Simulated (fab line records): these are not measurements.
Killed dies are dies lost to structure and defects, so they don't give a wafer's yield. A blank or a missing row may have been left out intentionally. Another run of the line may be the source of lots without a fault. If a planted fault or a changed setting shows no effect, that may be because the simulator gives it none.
Which of the tools did it?    flow gf180mcu    Sampling: 12 lots, 36 wafers, 5 of 602 route steps

WHAT THE GAUGES SHOWED, per wafer
GF_SALICIDE_RS_MEAS_04: measures by four-point-probe. Usual: for SALICIDE_TIN_RS the level is 16.3 ohm/sq and the standard deviation is 0.31.
lot   measured      on             SALICIDE_TIN_RS (ohm/sq)  flag
L219  day 16 02:36  film-metro-02  16.3 16.8 16.8            
L220  day 16 10:46  film-metro-03  16.6 17.1 17.1            
L223  day 17 18:19  film-metro-02  16.5 15.9 16.5            
L225  day 18 05:06  film-metro-02  16.1 16.7 16.7            
L224  day 18 09:01  film-metro-01  16.5 16.6 16.5            
L230  day 20 11:44  film-metro-02  16.9 16.7 16.7            
L231  day 21 01:17  film-metro-03  16.1 16.5 16.5            
L232  day 21 05:18  film-metro-03  16.7 16.7 16.7            
L234  day 21 17:26  film-metro-03  16.1 15.9 16.5            
L235  day 21 19:27  film-metro-03  15.9 15.7 16.1            
L237  day 22 15:17  film-metro-03  16.2 16.3 16.4            
L239  day 23 05:32  film-metro-02  16.0 16.0 16.1            

GF_CONTACT_THK_MEAS_01. Usual: for CONTACT_CVD_00_THK the level is 300 nm and the standard deviation is 3.2.
lot   measured      on             CONTACT_CVD_00_THK (nm)  flag
L219  day 16 03:21  film-metro-01  599 599 601              OFF
L220  day 16 11:17  film-metro-03  301 295 302              
L223  day 17 18:56  film-metro-04  303 301 304              
L225  day 18 05:56  film-metro-04  602 612 601              OFF
L224  day 18 09:44  film-metro-01  595 599 592              OFF
L230  day 20 12:16  film-metro-03  300 302 298              
L231  day 21 01:47  film-metro-01  306 306 303              
L232  day 21 05:49  film-metro-03  299 296 300              
L234  day 21 17:56  film-metro-03  302 301 300              
L235  day 21 19:59  film-metro-03  300 298 299              
L237  day 22 15:48  film-metro-04  299 300 299              
L239  day 23 06:02  film-metro-03  300 300 303              

WHICH TOOL RAN EACH LOT (tool, then ch and the chambers of the sampled wafers, then the start)
lot   GF_PSD_RTA_13                     GF_SAB_ETCH_11                      GF_CONTACT_CVD_00
L219  rtp-anneal-01 ch 0, day 15 04:10  rie-diel-02 ch 0,2, day 16 02:10    hdpcvd-01 ch 1,2, day 16 03:02
L220  rtp-anneal-02 ch 0, day 15 11:39  rie-diel-01 ch 1,2, day 16 10:22    hdpcvd-02 ch 0,2, day 16 11:14
L223  rtp-anneal-01 ch 0, day 16 18:30  rie-diel-02 ch 0,1,2, day 17 17:53  hdpcvd-02 ch 1,2, day 17 18:53
L225  rtp-anneal-01 ch 0, day 17 04:54  rie-diel-02 ch 0,2,3, day 18 04:35  hdpcvd-01 ch 0,2, day 18 05:34
L224  rtp-anneal-01 ch 0, day 17 08:53  rie-diel-01 ch 1,2,3, day 18 08:35  hdpcvd-01 ch 0,1, day 18 09:28
L230  rtp-anneal-02 ch 0, day 19 10:50  rie-diel-02 ch 0,1,3, day 20 11:19  hdpcvd-02 ch 0,1,2, day 20 12:13
L231  rtp-anneal-01 ch 0, day 20 00:19  rie-diel-02 ch 1,2, day 21 00:46    hdpcvd-01 ch 0,2, day 21 01:44
L232  rtp-anneal-02 ch 0, day 20 04:31  rie-diel-02 ch 0,1, day 21 04:43    hdpcvd-01 ch 0,1,2, day 21 05:45
L234  rtp-anneal-01 ch 0, day 20 16:40  rie-diel-04 ch 2,3, day 21 16:58    hdpcvd-01 ch 1,2, day 21 17:53
L235  rtp-anneal-02 ch 0, day 20 19:06  rie-diel-01 ch 1,2,3, day 21 18:53  hdpcvd-01 ch 0,1, day 21 19:56
L237  rtp-anneal-01 ch 0, day 21 15:00  rie-diel-01 ch 0,1,3, day 22 14:53  hdpcvd-02 ch 0,1,2, day 22 15:46
L239  rtp-anneal-02 ch 0, day 22 06:37  rie-diel-04 ch 0,1,2, day 23 05:07  hdpcvd-01 ch 0,1, day 23 05:59
- GF_PSD_RTA_13: time 20 s.
- GF_SAB_ETCH_11: etches SiO2 in C4F8/O2/Ar, target depth 55 nm, time 8.5 s.
- GF_CONTACT_CVD_00: deposits SiO2, target thk 300 nm, time 50 s.

AS READ BY THE TOOLS THEMSELVES (means over the sampled wafers that have a number; for cases with no such wafer, the mark the record gives instead)
GF_PSD_RTA_13. Usual: lamp-power-pct 32.6 %, standard deviation 1.8; wafer_temp_C_max 1029.6, standard deviation 2.
lot   tool           lamp-power-pct (%)  wafer_temp_C_max  flag
L219  rtp-anneal-01  34.2                1031.4            
L220  rtp-anneal-02  30.6                1028.4            
L223  rtp-anneal-01  34.3                1030.0            
L225  rtp-anneal-01  34.3                1030.9            
L224  rtp-anneal-01  34.3                1032.4            
L230  rtp-anneal-02  30.6                1028.4            
L231  rtp-anneal-01  34.3                1031.1            
L232  rtp-anneal-02  30.6                1027.7            
L234  rtp-anneal-01  34.3                1031.0            
L235  rtp-anneal-02  30.6                1028.1            
L237  rtp-anneal-01  34.3                1033.8            
L239  rtp-anneal-02  30.6                1027.6            

GF_SAB_ETCH_11. Usual: oes-product-au 1.001 a.u., standard deviation 0.011.
lot   tool         oes-product-au (a.u.)  flag
L219  rie-diel-02  1.007                  
L220  rie-diel-01  0.997                  
L223  rie-diel-02  1.002                  
L225  rie-diel-02  0.994                  
L224  rie-diel-01  1.001                  
L230  rie-diel-02  0.990                  
L231  rie-diel-02  0.984                  
L232  rie-diel-02  0.992                  
L234  rie-diel-04  1.009                  
L235  rie-diel-01  1.000                  
L237  rie-diel-01  0.995                  
L239  rie-diel-04  1.003                  

GF_CONTACT_CVD_00. Usual: pressure-mtorr 5.999 mTorr, standard deviation 0.013.
lot   tool       pressure-mtorr (mTorr)  flag
L219  hdpcvd-01  6.000                   
L220  hdpcvd-02  6.006                   
L223  hdpcvd-02  5.996                   
L225  hdpcvd-01  6.002                   
L224  hdpcvd-01  6.012                   
L230  hdpcvd-02  6.004                   
L231  hdpcvd-01  5.995                   
L232  hdpcvd-01  6.001                   
L234  hdpcvd-01  6.003                   
L235  hdpcvd-01  6.004                   
L237  hdpcvd-02  5.992                   
L239  hdpcvd-01  5.984                   

THE ANSWER, worked out from the rows above alone
Rule: take the mean of a lot's wafers that have a number; if it is more than 3 standard deviations from the usual mean, the lot is off. A lot without any number at a reading at which 4 lots or more have one is off too. Any other lot the step has rows for is counted as sound. First the gauges in route order, then the tools' own readings, where a lot's mean is used as printed above. The first step at which some lot is off is used, and at that step the reading that is off furthest; a lot without a number counts as furthest.
Off: at GF_CONTACT_THK_MEAS_01 (CONTACT_CVD_00_THK), L219, L225, L224.
If a tool, at a process step before that reading, ran all the lots that are off and no sound lot after the first of them, it fits. The gauges at GF_CONTACT_THK_MEAS_01 are tried like those tools. None of those tried fits.

WHAT WAS PUT IN BY THE SIMULATOR
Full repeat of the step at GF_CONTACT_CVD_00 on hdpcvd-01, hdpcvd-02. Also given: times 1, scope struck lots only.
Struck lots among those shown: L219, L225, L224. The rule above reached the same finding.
